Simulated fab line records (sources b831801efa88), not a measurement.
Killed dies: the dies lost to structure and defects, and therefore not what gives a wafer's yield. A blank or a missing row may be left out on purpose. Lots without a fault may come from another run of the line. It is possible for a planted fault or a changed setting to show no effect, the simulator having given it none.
A struck lot beside a sound one + flow sky130 + 17 steps out of a route of 708
Sound: the wafers L697.3, L697.4, L697.5. Wafers struck: L700.2, L700.4, L700.5. Last of all comes the cause.
Each step with rows lists, per side, the tool, then ch with its chambers, then its first start. Under that, the readings that differ: sound wafers + struck wafers + difference of the means + sigmas: that difference in standard deviations of wafers without a fault.
alike: same words and numbers on both sides, and readings whose means sit less than 2 such deviations apart. not compared: any withheld reading, any reading some wafer has no value for, any bound like >300 that may hide the same value, and any number with overlapping values for which the record gives no deviation.
Wherever a step has rows on one side only, a row that says differs or no value, or a row with sigmas, the two part there. When numbers do not overlap yet have no deviation, they are printed without sigmas and do not part them. A reading missing from all wafers of one side parts the sides only when that side holds two or more wafers.

first, 9 steps without rows for these wafers: SKY_CAP2M_CLEAN_17 (cleans in O3/DIW); SKY_METAL4_DEHYDRATE_05 (time 60 s); SKY_METAL4_HMDS_06 (prime time 60 s); SKY_METAL4_COAT_07 (resist thk 60 nm); SKY_METAL4_COAT_08 (resist thk 1140 nm); SKY_METAL4_SOFTBAKE_09 (time 90 s); SKY_METAL4_EXPOSE_10 (exposes mask MM4, target cd 300 nm); SKY_METAL4_PEB_11; SKY_METAL4_DEVELOP_12 (develop time 60 s).
SKY_METAL4_CD_MEAS_13: the cd target is 300 nm.
  sound: cd sem-02 at day 44 17:42; struck: cd sem-02 at day 45 14:08
  alike: cd nm
SKY_METAL4_OVL_MEAS_14:
  sound: overlay-02 at day 44 17:47; struck: overlay-02 at day 45 14:14
  alike: METAL4_OVL
SKY_METAL4_DESCUM_15: chemistry O2, time 8 s.
  sound on rie metal-01 ch 0,1, day 44 17:50; struck on rie metal-04 ch 0,1, day 45 14:16
  alike: drypump motor current A, oes product au
  not compared: rf hours counter h
SKY_METAL4_ETCH_16: etches BARC in N2/H2, stops on SiO2, time 88.2 s, target depth 60 nm.
  sound on rie metal-01 ch 0,1, day 44 17:53; struck on rie metal-04 ch 0,1, day 45 14:18
  no value came back on the struck wafers for any of 5 readings (bias w (W), chamber pressure mTorr (mTorr) and others); on the sound wafers bias w (W) reads 100.1 99.7 100.2
| reading                                       | sound          | struck         | difference | sigmas |
|-----------------------------------------------|----------------|----------------|------------|--------|
| model.KrF-thick_of_METAL4_COAT_08.thk nm (nm) | 1076 1074 1072 | 1130 1128 1130 | +55        |        |
  not compared: rf hours counter h
SKY_METAL4_ETCH_17: etches SiO2 in C4F8/O2/Ar, stops on TiN, time 3.9 s, target depth 15 nm.
  sound on rie diel-04 ch 2,3, day 44 17:57; struck on rie diel-04 ch 0,3, day 45 14:24
| reading               | sound             | struck            | difference | sigmas |
|-----------------------|-------------------|-------------------|------------|--------|
| oes product au (a.u.) | 0.747 0.765 0.747 | 0.365 0.381 0.380 | -0.378     | -47    |
  alike: bias w, chamber pressure mTorr
  not compared: rf hours counter h
SKY_METAL4_METAL_ETCH_18: etches the open film in Cl2/BCl3, stops on SiO2, target depth 845 nm, time 183.1 s.
  sound on rie metal-02 ch 0,1, day 44 18:01; struck on rie metal-02 ch 0,1, day 45 14:25
| reading                                       | sound                | struck               | difference | sigmas |
|-----------------------------------------------|----------------------|----------------------|------------|--------|
| oes product au (a.u.)                         | 0.871 0.861 0.861    | 0.366 0.376 0.376    | -0.492     | -74    |
| throttle valve pct (%)                        | 22.274 22.280 22.269 | 22.242 22.255 22.257 | -0.023     | -2     |
| model.KrF-thick_of_METAL4_COAT_08.thk nm (nm) | 523 514.5 516.8      | 574.9 565.8 568.9    | +51.8      |        |
  alike: bcl3 flow sccm, bias w, drypump motor current A
  not compared: rf hours counter h
SKY_METAL4_STRIP_19: strips in O2/N2.
  sound on plasma asher-03 ch 0,1, day 44 18:11; struck on plasma asher-01 ch 0,1, day 45 14:35
| reading                      | sound             | struck            | difference | sigmas |
|------------------------------|-------------------|-------------------|------------|--------|
| oes product au (a.u.)        | 0.509 0.490 0.500 | 0.524 0.518 0.521 | +0.021     | +4     |
| strip time to endpoint s (s) | 6.49 6.41 6.43    | 7.01 6.91 6.95    | +0.51      | +7     |
  alike: drypump motor current A
  not compared: rf hours counter h
then, 1 step without rows for these wafers: SKY_METAL4_STRIP_20 (strips in post etch residue remover, time 1200 s).

== WHERE THEY PART ==
Last at SKY_METAL4_STRIP_19 as far as this record goes, first at SKY_METAL4_ETCH_16.

WHY: what had been put in by the simulator
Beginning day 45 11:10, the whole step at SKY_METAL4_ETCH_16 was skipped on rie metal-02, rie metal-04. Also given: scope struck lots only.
